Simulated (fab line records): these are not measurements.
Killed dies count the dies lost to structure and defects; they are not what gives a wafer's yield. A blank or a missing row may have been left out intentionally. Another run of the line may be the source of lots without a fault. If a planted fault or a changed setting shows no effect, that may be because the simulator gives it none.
A struck lot beside a sound one | flow sfqLine | 21 steps out of a route of 325
Sound: wafers L677.1, L677.2, L677.3. Struck: wafer L669.2. (L669.3 of the same lot was not struck and is left out.) The cause comes at the end.
Each step with rows lists, per side, the tool, then ch with its chambers, then its first start. Under that, the readings that differ: sound wafers | struck wafers | difference of the means | sigmas: that difference in standard deviations of wafers without a fault.
alike: readings whose means differ by less than 2 such deviations, and words and numbers that are the same on both sides. not compared: withheld readings, readings that some wafer has no value for, bounds like >300 that may hide the same value, and numbers for which the record gives no deviation and whose values overlap.
A row with sigmas, a row that says differs or no value, or rows on one side alone: a step with any of these is where the two part. Numbers that don't overlap but have no deviation are shown without sigmas and don't part them. A reading that every wafer of one side lacks parts them only if that side has two wafers or more.

first, 2 steps without rows for these wafers: SFQ_TRILAYER_M2_LITHO_PEB_060 (peb time 60 s); SFQ_TRILAYER_M2_LITHO_DEVELOP_059 (time 60 s).
SFQ_M2_OVL_MEAS_916:
  sound on overlay-01 at day 30 09:09; struck on overlay-01 at day 27 12:32
  alike: M2_OVL
then, 1 step without rows for these wafers: SFQ_TRILAYER_M2_BARC_OPEN_METAL_ETCH_077 (etches BARC in O2, target depth 125 nm, time 41.7 s).
SFQ_TRILAYER_M2_ETCH_METAL_ETCH_060: etches Nb in Cl2/Ar, stops on SiO2, target depth 240 nm, time 120 s.
  sound on rieMetal-04 ch 0,1, day 30 09:14; struck on rieMetal-04 ch 0, day 27 12:38
  alike: chamberPressureMTorr, drypumpMotorCurrentA, oesProductAu
  not compared: rfHoursCounterH
then, 3 steps without rows for these wafers: SFQ_TRILAYER_M2_STRIP_STRIP_061 (strips in O2); SFQ_TRILAYER_M2_STRIP_SOLV_CLEAN_062 (cleans in NMP, time 600 s); SFQ_TRILAYER_I2_DEP_PECVD_063 (deposits SiO2 from SiH4/N2O, time 111.11 s, target thk 500 nm).
SFQ_TRILAYER_I2_CMP_CMP_064: polishes SiO2.
  sound on cmp-02 ch 0,2,3, day 30 11:06; struck on cmp-01 ch 1, day 27 16:48
  alike: motorCurrentA, retainingRingPressureFrac, timeToEndpointS
SFQ_I2_BOW_MEAS_917:
  sound on filmMetro-04 at day 30 14:06; struck on filmMetro-04 at day 27 18:49
  alike: I2_BOW
SFQ_TRILAYER_I2_METRO_MEASURE_065:
  sound on filmMetro-04 at day 30 14:13; struck on filmMetro-04 at day 27 19:07
  alike: thkNm
then, 1 step without rows for these wafers: SFQ_TRILAYER_I2_VIA_LITHO_COAT_072 (resist thk 62 nm).
SFQ_TRILAYER_I2_VIA_LITHO_COAT_067: resist thk 650 nm.
  sound on lithoTrack-02 ch 0, day 30 15:43; struck on lithoTrack-01 ch 0, day 27 20:28
reading                                                | sound             | struck | difference | sigmas
model.KrF_of_TRILAYER_I2_VIA_LITHO_COAT_067.thkNm (nm) | 646.2 648.6 645.6 | 698.7  | +51.9      | 
then, 4 steps without rows for these wafers: SFQ_TRILAYER_I2_VIA_LITHO_SOFTBAKE_071; SFQ_TRILAYER_I2_VIA_LITHO_EXPOSE_068 (exposes mask I2, target cd 500 nm); SFQ_TRILAYER_I2_VIA_LITHO_PEB_070 (peb time 60 s); SFQ_TRILAYER_I2_VIA_LITHO_DEVELOP_069 (time 60 s).
SFQ_I2_OVL_MEAS_918:
  sound on overlay-01 at day 30 17:40; struck on overlay-02 at day 28 06:53
  alike: I2_OVL
SFQ_TRILAYER_I2_VIA_BARC_OPEN_VIA_ETCH_096: etches BARC in O2, target depth 125 nm, time 41.7 s.
  sound on rieDiel-04 ch 0,1,2, day 30 17:42; struck on rieDiel-03 ch 3, day 28 06:55
  alike: chamberPressureMTorr, drypumpMotorCurrentA, oesProductAu
  not compared: rfHoursCounterH
SFQ_TRILAYER_I2_VIA_ETCH_VIA_ETCH_070: etches SiO2 in CHF3, stops on Nb, target depth 260 nm.
  sound on rieDiel-04 ch 0,1,2, day 30 17:44; struck on rieDiel-03 ch 3, day 28 06:58
reading                                                | sound                | struck | difference | sigmas
chamberPressureMTorr (mTorr)                           | 29.955 29.974 29.952 | 30.028 | +0.068     | +2
model.KrF_of_TRILAYER_I2_VIA_LITHO_COAT_067.thkNm (nm) | 523.5 526.6 523.2    | 577.5  | +53.1      | 
  alike: drypumpMotorCurrentA, oesProductAu
SFQ_TRILAYER_I2_VIA_STRIP_STRIP_071: strips in O2.
  sound on rieMetal-03 ch 0,1, day 30 17:52; struck on rieMetal-02 ch 1, day 28 07:05
  alike: chamberPressureMTorr, drypumpMotorCurrentA, oesProductAu
  not compared: rfHoursCounterH

== WHERE THEY PART ==
At SFQ_TRILAYER_I2_VIA_ETCH_VIA_ETCH_070 and nowhere else, as far as this record goes. Later steps at which nothing parts them and some readings are alike: SFQ_TRILAYER_I2_VIA_STRIP_STRIP_071.

WHY: whatever the simulator had introduced
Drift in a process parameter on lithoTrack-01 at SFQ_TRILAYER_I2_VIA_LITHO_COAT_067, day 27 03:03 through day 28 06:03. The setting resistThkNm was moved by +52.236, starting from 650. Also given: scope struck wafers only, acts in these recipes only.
